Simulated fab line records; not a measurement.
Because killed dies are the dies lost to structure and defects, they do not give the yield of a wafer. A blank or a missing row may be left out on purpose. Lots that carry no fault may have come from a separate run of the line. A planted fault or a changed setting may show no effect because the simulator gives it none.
Which tool was responsible? | flow sfqLine | route of 325 steps, sampled at 1 step: 14 lots, 42 wafers

## WHAT THE GAUGES READ, wafer by wafer
No reading from a measuring or inspecting step in the record can be judged against a usual standard deviation.

## WHICH TOOL RAN EACH LOT (tool, then ch and the chambers of the sampled wafers, then the start)
lot  | SFQ_TRILAYER_M1_LITHO_EXPOSE_040
L795 | krfScanner-01 ch 0, day 24 03:35
L796 | krfScanner-01 ch 0, day 24 10:47
L797 | krfScanner-02 ch 0, day 24 19:53
L799 | krfScanner-01 ch 0, day 25 18:48
L803 | krfScanner-02 ch 0, day 28 10:44
L804 | krfScanner-01 ch 0, day 29 11:14
L805 | krfScanner-01 ch 0, day 29 16:02
L806 | krfScanner-01 ch 0, day 29 23:14
L807 | krfScanner-01 ch 0, day 30 02:02
L808 | krfScanner-01, day 30 09:26
L809 | krfScanner-01, day 30 17:26
L811 | krfScanner-01 ch 0, day 31 14:02
L813 | krfScanner-01 ch 0, day 31 21:02
L818 | krfScanner-01 ch 0, day 34 08:08
- SFQ_TRILAYER_M1_LITHO_EXPOSE_040: exposes mask M1, target cd 500 nm.

## AS READ BY THE TOOLS THEMSELVES (means over the sampled wafers that have a number; for cases with no such wafer, the mark the record gives instead)
SFQ_TRILAYER_M1_LITHO_EXPOSE_040.
lot  | tool          | exposureDoseMJCm2 | focusOffsetNm (nm) | reticleTempC (C)
L795 | krfScanner-01 | 14.393            | 0.1                | 23.13
L796 | krfScanner-01 | 14.391            | -0.8               | 23.08
L797 | krfScanner-02 | 14.406            | -0.1               | 23.04
L799 | krfScanner-01 | 14.396            | -0.4               | 22.96
L803 | krfScanner-02 | 14.402            | 0.4                | 22.75
L804 | krfScanner-01 | 14.416            | 0.1                | 23.12
L805 | krfScanner-01 | 14.406            | 0.4                | 23.18
L806 | krfScanner-01 | 14.387            | 0.2                | 23.01
L807 | krfScanner-01 | 14.407            | 0.2                | 23.05
L808 | krfScanner-01 | -                 | -                  | -
L809 | krfScanner-01 | -                 | -                  | -
L811 | krfScanner-01 | 14.400            | 0.0                | 23.14
L813 | krfScanner-01 | 14.395            | 0.0                | 23.03
L818 | krfScanner-01 | 14.408            | -0.1               | 23.08

## THE ANSWER, worked out from the rows above alone
Rule: usual is defined by the lots themselves. The widest of any qualifying gaps counts: lots, ordered by their means at a reading, are off when they make up no more than a third of the lots, leave a main group of 4 or more, and stand apart from it by 3 or more times the standard deviation of that group's means. The tables above print the reading to a certain number of digits; a main group whose means all agree to those digits is not used. Also off: a lot with no number at a reading for which 4 or more lots have one. The other lots that the step has rows for count as sound. The gauges are gone through in route order, then the tools' own readings, and for those a lot's mean is taken as printed above. At the first step where some lot is off, the reading lying furthest off is the one used; lots without a number count as furthest.
Off: L808, L809 (SFQ_TRILAYER_M1_LITHO_EXPOSE_040, exposureDoseMJCm2). Without a number there: L808, L809. For the main group the mean is 14.401 and the standard deviation 0.0081.
A tool fits if, at that step or a process step before it, it ran every lot that is off, and no sound lot after the first of them. Of those tried, none fits.

## WHAT THE SIMULATOR HAD PUT IN
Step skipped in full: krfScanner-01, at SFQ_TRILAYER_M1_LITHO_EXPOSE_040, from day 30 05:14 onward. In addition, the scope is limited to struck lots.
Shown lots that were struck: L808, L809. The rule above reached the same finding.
